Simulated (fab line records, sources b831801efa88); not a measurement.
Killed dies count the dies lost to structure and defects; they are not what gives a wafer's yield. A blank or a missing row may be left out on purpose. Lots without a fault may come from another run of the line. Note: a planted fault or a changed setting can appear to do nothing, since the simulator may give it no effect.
Problem report in the 8D (eight disciplines) form, filled by code || flow gf180mcu || the parts of the form that need people (team, actions taken, sign-off) are left out

== 1. WHAT IS WRONG ==
HV_LDD_3_TW at GF_HV_LDD_TW_MEAS_38 reads a mean of 1322 on 6 wafers of 2 lots; wafers without a fault read 1432 with a standard deviation of 16. That is -6.9 standard deviations from the usual mean.
First seen on wafer L311.1, day 16 19:17, on film metro-01. At this step, 36 wafers from 12 lots have a number in the record. Rule for "out" (also "out of limits"): further than 4 standard deviations from the usual mean. The other wafers with a number count as sound.

== 2. WHAT IT IS, WHAT IT ISN'T ==
{"question": "which readings at this step", "is": "HV_LDD_3_TW", "is not": "-"}
{"question": "which lots", "is": "L311, L312", "is not": "L296, L297, L299, L301, L303, L304, L307, L314, L315, L316"}
{"question": "which wafers of those lots", "is": "all that have a number", "is not": "-"}
{"question": "read on which gauges", "is": "film metro-01", "is not": "film metro-02, film metro-04"}
{"question": "when", "is": "from day 16 19:17", "is not": "up to then (21 sound wafers); but 9 sound wafers of L314, L315, L316 came after"}

== 3. SUSPECTS, AND WHAT RULES EACH OUT ==
Counting: a tool at any process step up to the reading remains a suspect when it ran all the lots that are out and ran no sound lot after the first of those.
- the gauge at GF_HV_LDD_TW_MEAS_38 is ruled out. All the wafers that are out were read on film metro-01, but those of them that GF_HV_LDD_IMPLANT_35 has rows for are out there too, on other tools.
- implanter-04 at GF_HV_LDD_IMPLANT_35: kept. Every lot that is out went through it, starting with L311 (day 16 18:53), and after that it ran no sound lot; the last sound lot it ran before then is L303 (day 14 06:50). Out on those wafers are its own readings of dose ions cm2, faraday current uA.
The count leaves implanter-04 at GF_HV_LDD_IMPLANT_35.

== 4. THE CAUSE (what the simulator had put in) ==
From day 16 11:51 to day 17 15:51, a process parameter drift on implanter-04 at GF_HV_LDD_IMPLANT_35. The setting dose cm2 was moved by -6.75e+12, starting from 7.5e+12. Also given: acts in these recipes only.
This tool alone remained once counting was done.

== 5. THE EFFECT CHAIN, in route order ==
Rows list readings where the struck wafers' mean (over those with a number) sits beyond 3 standard deviations from the usual. Only readings whose record carries a usual standard deviation are examined. hours: median over the lots of the time between each lot's start at the first step of this table that gives one and its start at this step. sigmas: the change, counted in usual standard deviations.
{"hours": 0, "step": "GF_HV_LDD_IMPLANT_35", "reading": "dose ions cm2", "usual": 7.497e+12, "on struck wafers": 7.382e+11, "change": -6.759e+12, "sigmas": "-99 or more"}
{"hours": 0, "step": "GF_HV_LDD_IMPLANT_35", "reading": "faraday current uA", "usual": 42.3, "on struck wafers": 4.2, "change": -38.1, "sigmas": -44}
{"hours": 0, "step": "GF_HV_LDD_TW_MEAS_38", "reading": "HV_LDD_3_TW", "usual": 1432, "on struck wafers": 1322, "change": -110, "sigmas": -6.9}
{"hours": 23, "step": "GF_HV_LDD_RS_MEAS_53", "reading": "HV_LDD_RS", "usual": "418.2 ohm/sq", "on struck wafers": 437.1, "change": "+18.9", "sigmas": "+22"}
It contains these process steps:
- GF_HV_LDD_IMPLANT_35

== 6. WHAT WOULD HAVE CAUGHT IT SOONER ==
The first out-of-limits reading at a measuring or inspecting step in this record came at day 16 19:17, 7 hours after the fault's start at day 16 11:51.
Tool's own readings at GF_HV_LDD_IMPLANT_35, dose ions cm2, faraday current uA: out on all struck wafers the step has rows for; an alarm limit on them would have tripped on the first.
Of the lots that are out (2), L312 began GF_HV_LDD_IMPLANT_35 on implanter-04 after day 16 19:17. A tool hold placed at that time would have kept it from harm.
